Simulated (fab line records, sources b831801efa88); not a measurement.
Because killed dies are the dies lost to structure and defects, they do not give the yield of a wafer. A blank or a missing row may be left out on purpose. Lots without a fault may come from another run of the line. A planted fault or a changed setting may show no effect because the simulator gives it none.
fab line records | flow sky130
record lots=14 | wafers=41 | last_day=50
route steps=708 shown CONTACT@433 METAL1@439
lots that met no fault: taken from a fault-free run of the same line
start_h: start of the lot's first displayed wafer, in hours after the record's first day | wait_h: hours since the lot's step before | " as in the row above | L1.1+2: a single row standing in for several wafers | - value missing, or start not given | * or withheld: withheld | < > ~ a bound
route shown NAME@n: a module of which the file shows steps, and the number in the route of the first | usual: mean/standard deviation taken from wafers without a fault | same: alike in all rows | chamber/n: place in a boat | sites: each site's reading | _std_site: how widely they spread, as a standard deviation | _edge_site: the outer-site mean with the inner-site mean subtracted | radius_mm: how far each site lies from the wafer's centre | mask NAME#n: copy n | behind: tool/chamber where the wafer was last shaped | hold: cause of the lot's hold/its duration in hours/its outcome | device: transistor that didn't switch, given as n, p or np | end of line: the tests these same wafers got at the end of their route | step lacking rows: just its recipe | killed: at the first sort, the dies lost to defects and structure; wafer yield is something else | map: the dies of a wafer, with x for killed, . for not killed, _ for no die there
set.NAME: setting as actually run; set.NAME@STEP: the setting as run at that earlier step | model.NAME: the simulator's own value behind a step, which no gauge read
a sample of lots followed through the steps of the route, with each step as a table and each wafer as a row
services: the hour from which a tool's chamber was out of use, counted from the record's first day as start_h (under 0 if before that day), plus the number of hours and why
## steps
# step SKY_CONTACT_CMP_27
# recipe stop_on=SiO2 | t_overpolish_s=15 | down_force_psi=3.5 | platen_rpm=60 | target_thk_nm=0 | pad_velocity_m_s=0.94248
# usual motor_current_A=11.1/1 | overpolish_run_s=15.000/0.0099 | time_to_endpoint_s=81/6
# same t_overpolish_s=15
lot.wafer | tool   | chamber | start_h | wait_h | motor_current_A | overpolish_run_s | time_to_endpoint_s
L524.2    | cmp-01 | 2       | 735.02  | 0.0    | 11.9            | 14.992           | 85
L524.4    | "      | 1       | "       | "      | 10.1            | 15.007           | 73
L524.5    | "      | 2       | "       | "      | 12.1            | 15.015           | 87
L525.4    | cmp-01 | 1       | 745.49  | 0.0    | 10.8            | 15.010           | 74
L525.3    | "      | 2       | "       | "      | 11.7            | 14.990           | 86
L525.6    | "      | 2       | "       | "      | 11.3            | 14.988           | 86
L527.4    | cmp-02 | 1       | 765.36  | 0.1    | 11.5            | 15.010           | 79
L527.2    | "      | 2       | "       | "      | 9.1             | 14.995           | 71
L527.6    | "      | 0       | "       | "      | 10.8            | 15.000           | 78
L528.3    | cmp-02 | 3       | 771.71  | 0.0    | 12.7            | 14.992           | 88
L528.5    | "      | 3       | "       | "      | 12.8            | 14.998           | 86
L528.6    | "      | 0       | "       | "      | 11.1            | 15.010           | 80
L529.1    | cmp-01 | 2       | 792.02  | 0.1    | 12.0            | 15.006           | 87
L529.2    | "      | 3       | "       | "      | 10.2            | 14.996           | 89
L529.4    | "      | 0       | "       | "      | 11.7            | 14.996           | 74
L533.2    | cmp-02 | 3       | 836.36  | 0.1    | 13.0            | 14.997           | 89
L533.1    | "      | 1       | "       | "      | 11.3            | 15.001           | 83
L533.6    | "      | 2       | "       | "      | 9.3             | 15.005           | 75
L534.4    | cmp-01 | 0       | 838.06  | 0.0    | 11.3            | 15.002           | 74
L534.1    | "      | 1       | "       | "      | 10.5            | 14.992           | 70
L534.3    | "      | 3       | "       | "      | 10.9            | 14.985           | 87
L535.4    | cmp-02 | 2       | 840.84  | 0.0    | 9.2             | 15.002           | 74
L535.6    | "      | 3       | "       | "      | 13.2            | 14.981           | 90
L537.4    | cmp-01 | 1       | 848.62  | 0.0    | 11.0            | 15.015           | 72
L537.2    | "      | 2       | "       | "      | 11.0            | 15.010           | 84
L537.1    | "      | 0       | "       | "      | 11.4            | 15.003           | 79
L538.1    | cmp-02 | 1       | 852.81  | 0.1    | 10.9            | 15.012           | 81
L538.2    | "      | 0       | "       | "      | 10.9            | 14.990           | 73
L538.6    | "      | 1       | "       | "      | 10.8            | 14.991           | 79
L541.1    | cmp-01 | 2       | 871.98  | 0.1    | 11.5            | 15.015           | 86
L541.4    | "      | 3       | "       | "      | 10.5            | 15.020           | 88
L541.5    | "      | 1       | "       | "      | 10.2            | 14.994           | 76
L544.4    | cmp-02 | 1       | 889.96  | 0.0    | 11.3            | 15.007           | 79
L544.1    | "      | 3       | "       | "      | 13.5            | 15.017           | 85
L544.6    | "      | 2       | "       | "      | 9.3             | 14.999           | 71
L545.2    | cmp-01 | 3       | 892.59  | 0.0    | 10.3            | 15.004           | 89
L545.4    | "      | 2       | "       | "      | 11.5            | 15.026           | 86
L545.5    | "      | 3       | "       | "      | 10.4            | 14.994           | 88
L546.2    | cmp-02 | 0       | 905.28  | 0.1    | 10.4            | 14.997           | 80
L546.3    | "      | 1       | "       | "      | 11.4            | 14.996           | 80
L546.1    | "      | 2       | "       | "      | 9.3             | 14.993           | 75
# step SKY_METAL1_RS_MEAS_05
# recipe thk_meas_gauge=four-point-probe | reads=TiN_of_METAL1_SPUTTER_04+Ti_of_METAL1_SPUTTER_03+AlCu_of_METAL1_SPUTTER_02+TiN_of_METAL1_SPUTTER_01+Ti_of_METAL1_SPUTTER_00
# usual METAL1_ALCU_RS=0.1270/0.0017
lot.wafer | tool          | chamber | start_h | wait_h | METAL1_ALCU_RS[ohm/sq]
L524.2    | film_metro-04 | -       | 735.48  | 0.0    | 0.1258
L524.4    | "             | -       | "       | "      | 0.1255
L524.5    | "             | -       | "       | "      | 0.1247
L525.3    | film_metro-02 | -       | 745.96  | 0.1    | 0.1264
L525.4    | "             | -       | "       | "      | 0.1284
L525.6    | "             | -       | "       | "      | 0.1268
L527.2    | film_metro-04 | -       | 765.77  | 0.0    | 0.1282
L527.4    | "             | -       | "       | "      | 0.1285
L527.6    | "             | -       | "       | "      | 0.1275
L528.3    | film_metro-01 | -       | 772.19  | 0.1    | 0.1262
L528.5    | "             | -       | "       | "      | 0.1261
L528.6    | "             | -       | "       | "      | 0.1265
L529.1    | film_metro-01 | -       | 792.46  | 0.0    | 0.1277
L529.2    | "             | -       | "       | "      | 0.1275
L529.4    | "             | -       | "       | "      | 0.1282
L533.1    | film_metro-04 | -       | 836.75  | 0.0    | 0.1238
L533.2    | "             | -       | "       | "      | 0.1269
L533.6    | "             | -       | "       | "      | 0.1268
L534.1    | film_metro-02 | -       | 838.50  | 0.0    | 0.1277
L534.3    | "             | -       | "       | "      | 0.1290
L534.4    | "             | -       | "       | "      | 0.1283
L535.4    | film_metro-04 | -       | 841.34  | 0.1    | 0.1314
L535.6    | "             | -       | "       | "      | 0.1265
L537.1    | film_metro-04 | -       | 849.06  | 0.0    | 0.1273
L537.2    | "             | -       | "       | "      | 0.1258
L537.4    | "             | -       | "       | "      | 0.1286
L538.1    | film_metro-01 | -       | 853.25  | 0.0    | 0.1281
L538.2    | "             | -       | "       | "      | 0.1271
L538.6    | "             | -       | "       | "      | 0.1276
L541.1    | film_metro-01 | -       | 872.37  | 0.0    | 0.1245
L541.4    | "             | -       | "       | "      | 0.1245
L541.5    | "             | -       | "       | "      | 0.1251
L544.1    | film_metro-01 | -       | 890.40  | 0.0    | 0.1259
L544.4    | "             | -       | "       | "      | 0.1255
L544.6    | "             | -       | "       | "      | 0.1250
L545.2    | film_metro-02 | -       | 893.05  | 0.0    | 0.1262
L545.4    | "             | -       | "       | "      | 0.1267
L545.5    | "             | -       | "       | "      | 0.1269
L546.1    | film_metro-04 | -       | 905.67  | 0.0    | 0.1265
L546.2    | "             | -       | "       | "      | 0.1270
L546.3    | "             | -       | "       | "      | 0.1269
# step SKY_METAL1_COAT_09
# recipe resist=BARC | temp_c=withheld | time_s=withheld | spin_rpm=3000 | resist_thk_nm=60
# usual spin_speed_rpm=2999.8/2.2
lot.wafer | tool           | chamber | start_h | wait_h | spin_speed_rpm
L524.2    | litho_track-03 | 0       | 749.11  | 0.1    | 2998.1
L524.4    | "              | 0       | "       | "      | 2999.8
L524.5    | "              | 0       | "       | "      | 2998.5
L525.3    | litho_track-04 | 0       | 759.17  | 0.1    | 2997.7
L525.4    | "              | 0       | "       | "      | 3000.8
L525.6    | "              | 0       | "       | "      | 3004.9
L527.2    | litho_track-04 | 0       | 779.24  | 0.1    | 3002.8
L527.4    | "              | 0       | "       | "      | 3004.8
L527.6    | "              | 0       | "       | "      | 2995.8
L528.3    | litho_track-04 | 0       | 785.57  | 0.1    | 2996.2
L528.5    | "              | 0       | "       | "      | 2998.5
L528.6    | "              | 0       | "       | "      | 2997.1
L529.1    | litho_track-04 | 0       | 804.97  | 0.1    | 3001.6
L529.2    | "              | 0       | "       | "      | 2998.0
L529.4    | "              | 0       | "       | "      | 3000.0
L533.1    | litho_track-04 | 0       | 848.82  | 0.1    | 2998.2
L533.2    | "              | 0       | "       | "      | 2999.4
L533.6    | "              | 0       | "       | "      | 3003.5
L534.1    | litho_track-03 | 0       | 850.14  | 0.1    | 2998.4
L534.3    | "              | 0       | "       | "      | 2997.7
L534.4    | "              | 0       | "       | "      | 2999.3
L535.4    | litho_track-04 | 0       | 854.19  | 0.1    | 2999.1
L535.6    | "              | 0       | "       | "      | 2999.7
L537.1    | litho_track-02 | 0       | 862.13  | 0.1    | 2999.9
L537.2    | "              | 0       | "       | "      | 3001.5
L537.4    | "              | 0       | "       | "      | 2998.4
L538.1    | litho_track-04 | 0       | 866.62  | 0.1    | 2947.7
L538.2    | "              | 0       | "       | "      | 2950.3
L538.6    | "              | 0       | "       | "      | 2948.5
L541.1    | litho_track-04 | 0       | 884.82  | 0.1    | 2947.5
L541.4    | "              | 0       | "       | "      | 2948.4
L541.5    | "              | 0       | "       | "      | 2950.4
L544.1    | litho_track-02 | 0       | 902.53  | 0.1    | 3000.1
L544.4    | "              | 0       | "       | "      | 2998.6
L544.6    | "              | 0       | "       | "      | 2999.7
L545.2    | litho_track-02 | 0       | 905.21  | 0.1    | 2998.3
L545.4    | "              | 0       | "       | "      | 2997.7
L545.5    | "              | 0       | "       | "      | 2998.3
L546.1    | litho_track-02 | 0       | 918.78  | 0.1    | 2998.5
L546.2    | "              | 0       | "       | "      | 2998.3
L546.3    | "              | 0       | "       | "      | 2998.7
# step SKY_METAL1_OVL_MEAS_16
# usual METAL1_OVL=4/4.9
lot.wafer | tool       | chamber | start_h | wait_h | METAL1_OVL[nm]
L524.2    | overlay-02 | -       | 762.72  | 0.1    | -1
L524.4    | "          | -       | "       | "      | 1
L524.5    | "          | -       | "       | "      | 4
L525.3    | overlay-02 | -       | 772.50  | 0.1    | 5
L525.4    | "          | -       | "       | "      | -6
L525.6    | "          | -       | "       | "      | 2
L527.2    | overlay-01 | -       | 793.09  | 0.1    | 3
L527.4    | "          | -       | "       | "      | 6
L527.6    | "          | -       | "       | "      | 1
L528.3    | overlay-01 | -       | 799.00  | 0.1    | 9
L528.5    | "          | -       | "       | "      | 9
L528.6    | "          | -       | "       | "      | 13
L529.1    | overlay-02 | -       | 818.74  | 0.1    | 1
L529.2    | "          | -       | "       | "      | 1
L529.4    | "          | -       | "       | "      | 1
L533.1    | overlay-02 | -       | 863.10  | 0.1    | 5
L533.2    | "          | -       | "       | "      | 2
L533.6    | "          | -       | "       | "      | 10
L534.1    | overlay-01 | -       | 864.26  | 0.1    | -4
L534.3    | "          | -       | "       | "      | 4
L534.4    | "          | -       | "       | "      | -6
L535.4    | overlay-01 | -       | 867.95  | 0.1    | 3
L535.6    | "          | -       | "       | "      | 3
L537.1    | overlay-01 | -       | 875.15  | 0.1    | 7
L537.2    | "          | -       | "       | "      | 4
L537.4    | "          | -       | "       | "      | 1
L538.1    | overlay-02 | -       | 879.49  | 0.1    | -3
L538.2    | "          | -       | "       | "      | 5
L538.6    | "          | -       | "       | "      | 3
L541.1    | overlay-01 | -       | 898.34  | 0.1    | 6
L541.4    | "          | -       | "       | "      | 12
L541.5    | "          | -       | "       | "      | 8
L544.1    | overlay-02 | -       | 915.60  | 0.1    | 11
L544.4    | "          | -       | "       | "      | 7
L544.6    | "          | -       | "       | "      | 8
L545.2    | overlay-01 | -       | 918.67  | 0.1    | 0
L545.4    | "          | -       | "       | "      | -1
L545.5    | "          | -       | "       | "      | -6
L546.1    | overlay-01 | -       | 931.25  | 0.1    | 4
L546.2    | "          | -       | "       | "      | 1
L546.3    | "          | -       | "       | "      | 9
## services
tool   | chamber | start_h | hours | kind
cmp-02 | -       | 712.00  | 5.3   | repair
cmp-01 | -       | 736.23  | 4.3   | pm
cmp-02 | -       | 737.63  | 1.1   | repair
cmp-02 | -       | 744.30  | 4.0   | pm
cmp-02 | -       | 748.30  | -     | consumable_replace:conditioner
cmp-02 | -       | 748.30  | -     | consumable_replace:pad
cmp-02 | -       | 792.31  | 1.4   | repair
cmp-02 | -       | 797.71  | 2.0   | repair
cmp-02 | -       | 844.40  | 1.8   | repair
cmp-02 | -       | 855.19  | 4.2   | repair
cmp-02 | -       | 859.43  | 3.9   | pm
cmp-01 | -       | 860.29  | 2.5   | repair
cmp-01 | -       | 872.59  | 1.9   | repair
cmp-01 | -       | 912.02  | 4.0   | pm
cmp-01 | -       | 916.02  | -     | consumable_replace:conditioner
cmp-01 | -       | 916.02  | -     | consumable_replace:pad
## key
first_sign step=SKY_METAL1_COAT_09 | reading=spin_speed_rpm | direction=down | sigmas=24 | usual=2999.8 | struck=2948.8
effect none on later readings
met_at SKY_METAL1_COAT_09
struck_lots L538,L541
sort_left_out L538.1,L538.2,L538.6
not_acting_at SKY_CONTACT_CMP_27,SKY_METAL1_RS_MEAS_05,SKY_METAL1_OVL_MEAS_16
onset_between 854.19 866.62
fault kind=process_parameter_drift | tool=litho_track-04 | chamber=- | onset_h=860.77 | steps=SKY_METAL1_COAT_09 | channel=spin_rpm | offset=-51.322 | shape=step | end_h=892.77 | acts_in=these_recipes_only | stated=3000
# sort_left_out: the simulated sort isn't trusted on such a fault, so these wafers' sort isn't shown, and their yield isn't known
